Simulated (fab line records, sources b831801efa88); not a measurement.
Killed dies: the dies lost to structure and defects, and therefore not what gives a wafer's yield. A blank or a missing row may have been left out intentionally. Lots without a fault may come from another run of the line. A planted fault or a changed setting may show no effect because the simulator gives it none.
8D (eight disciplines) problem report, filled in by code + flow sky130 + the parts of the form that need people (team, actions taken, sign-off) are left out

== 1. WHAT WENT WRONG ==
Wafers without a fault read 0.855 a.u., standard deviation 0.006; oesProductAu at SKY_METAL1_METAL_ETCH_19 reads a mean of 0.894 a.u. on 6 wafers belonging to 2 lots. That is +6.6 standard deviations from the usual mean.
The step: etches the open film in Cl2/BCl3, stops on SiO2, target depth 360 nm, time 78 s.
Earliest sighting: wafer L131.1 on rieMetal-04 at day 38 04:56. At this step, 33 wafers from 11 lots have a number in the record. By rule, "out" or "out of limits" means more than 4 standard deviations away from the usual mean. All remaining wafers that have a number are taken as sound.

== 2. WHAT IT IS AND WHAT IT IS NOT ==
| question                    | is                     | is not                                                                          |
|-----------------------------|------------------------|---------------------------------------------------------------------------------|
| which readings at this step | oesProductAu           | drypumpMotorCurrentA, throttleValvePct                                          |
| which lots                  | L131, L133             | L114, L117, L118, L124, L125, L126, L135, L136, L137                            |
| which wafers of those lots  | all that have a number | -                                                                               |
| read on which tools         | rieMetal-04            | rieMetal-01, rieMetal-03                                                        |
| when                        | from day 38 04:56      | up to then (18 sound wafers); but 9 sound wafers of L135, L136, L137 came after |

== 3. THE SUSPECTS, EACH WITH WHAT RULES IT OUT ==
Counting: a tool stays on the suspect list if, at a process step up to the reading, it processed all lots that are out and no sound lot following the first of them.
- rieMetal-04 at SKY_METAL1_METAL_ETCH_19 (etches the open film in Cl2/BCl3, stops on SiO2, target depth 360 nm, time 78 s): kept. It processed each lot that is out, first L131 at day 38 04:56, and no sound lot thereafter; up to then, the last sound lot it processed was L126 at day 36 18:16. Its own oesProductAu readings are out on those wafers.
Left after counting: rieMetal-04 at SKY_METAL1_METAL_ETCH_19.

== 4. THE CAUSE (what the simulator had put in) ==
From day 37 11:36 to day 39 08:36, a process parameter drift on rieMetal-04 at SKY_METAL1_METAL_ETCH_19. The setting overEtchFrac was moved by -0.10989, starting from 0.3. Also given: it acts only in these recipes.
Counting left only this tool.

== 5. SEQUENCE OF EFFECTS, ordered by route ==
Each row: a reading where the mean over the struck wafers with a number is more than 3 standard deviations away from the usual. Scope: only readings with a usual standard deviation given in the record; hours: median across lots of the time from each lot's start at the first step in this table that gives one to its start at this step; sigmas: change in usual standard deviations.
| hours | step                     | reading              | usual      | on struck wafers | change | sigmas |
|-------|--------------------------|----------------------|------------|------------------|--------|--------|
| 0     | SKY_METAL1_METAL_ETCH_19 | oesProductAu         | 0.855 a.u. | 0.894            | +0.039 | +6.6   |
| 0     | SKY_METAL1_STRIP_20      | stripTimeToEndpointS | 2.69 s     | 2.90             | +0.21  | +4.8   |
Its process steps:
- SKY_METAL1_METAL_ETCH_19: etches the open film in Cl2/BCl3, stops on SiO2, target depth 360 nm, time 78 s.
- SKY_METAL1_STRIP_20: strips in O2/N2.

== 6. WHAT WOULD HAVE CAUGHT IT SOONER ==
The fault began at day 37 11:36; the first out-of-limits reading in this record came at day 38 04:56, 17 hours later.
